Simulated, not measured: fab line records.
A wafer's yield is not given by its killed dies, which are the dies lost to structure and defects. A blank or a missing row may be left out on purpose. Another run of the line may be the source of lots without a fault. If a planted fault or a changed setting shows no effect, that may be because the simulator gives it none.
Which tool was responsible? :: flow gf180mcu :: 6 lots, 18 wafers sampled, at 2 steps of a route of 602

WHAT THE GAUGES READ, wafer by wafer
GF_STI_CD_MEAS_12: target cd 220 nm.
lot: L965
measured: day 2 05:57
on: cd-sem-01
cd-nm (nm): 220.2 221.2 219.3

lot: L970
measured: day 3 07:36
on: cd-sem-01
cd-nm (nm): 218.1 218.7 217.8

lot: L973
measured: day 3 23:01
on: cd-sem-02
cd-nm (nm): 207.8 206.9 207.3

lot: L981
measured: day 5 17:00
on: cd-sem-02
cd-nm (nm): 220.1 219.4 219.8

lot: L984
measured: day 6 08:01
on: cd-sem-02
cd-nm (nm): 221.1 220.3 221.7

lot: L986
measured: day 6 19:05
on: cd-sem-01
cd-nm (nm): 219.3 219.2 220.0

WHAT TOOL EACH LOT RAN ON (gives the tool, then ch and the chambers of the sampled wafers, and finally the start)
lot: L965
GF_STI_SOFTBAKE_08: litho-track-04 ch 0, day 1 23:58

lot: L970
GF_STI_SOFTBAKE_08: litho-track-01 ch 0, day 3 01:39

lot: L973
GF_STI_SOFTBAKE_08: litho-track-04 ch 0, day 3 16:43

lot: L981
GF_STI_SOFTBAKE_08: litho-track-03 ch 0, day 5 09:40

lot: L984
GF_STI_SOFTBAKE_08: litho-track-03 ch 0, day 6 00:32

lot: L986
GF_STI_SOFTBAKE_08: litho-track-01 ch 0, day 6 11:39
- GF_STI_SOFTBAKE_08: time 60 s.

THE ANSWER, worked out from the rows above alone
Rule: usual is defined by the lots themselves. Put in order of their means at a reading, lots are off if they are a third of the lots or fewer, leave a main group of 4 or more, and stand apart from it by a gap of 3 or more times the standard deviation of the main group's means; of several such gaps the widest counts. If all means in a main group match to the digits the tables above print for the reading, that group is not used. A lot without any number at a reading at which 4 lots or more have one is off too. Where the step has rows for the other lots, those lots are counted as sound.
Off, at GF_STI_CD_MEAS_12 on cd-nm: L973. Main group: mean 219.7 nm, sd 0.93.
A tool fits if, at a process step before that reading, it ran every lot that is off, and no sound lot after the first of them. Those tools and the gauges at GF_STI_CD_MEAS_12 are tried in the same way. One candidate fits, namely litho-track-04 at GF_STI_SOFTBAKE_08. Its last sound lot is L965 (day 1 23:58), its first lot that is off L973 (day 3 16:43): a fault that began between those two fits.

WHAT WAS PUT IN BY THE SIMULATOR
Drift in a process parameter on litho-track-04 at GF_STI_SOFTBAKE_08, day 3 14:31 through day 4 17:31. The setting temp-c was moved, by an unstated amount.
Struck lots among those shown: L973. The rule above found the same.
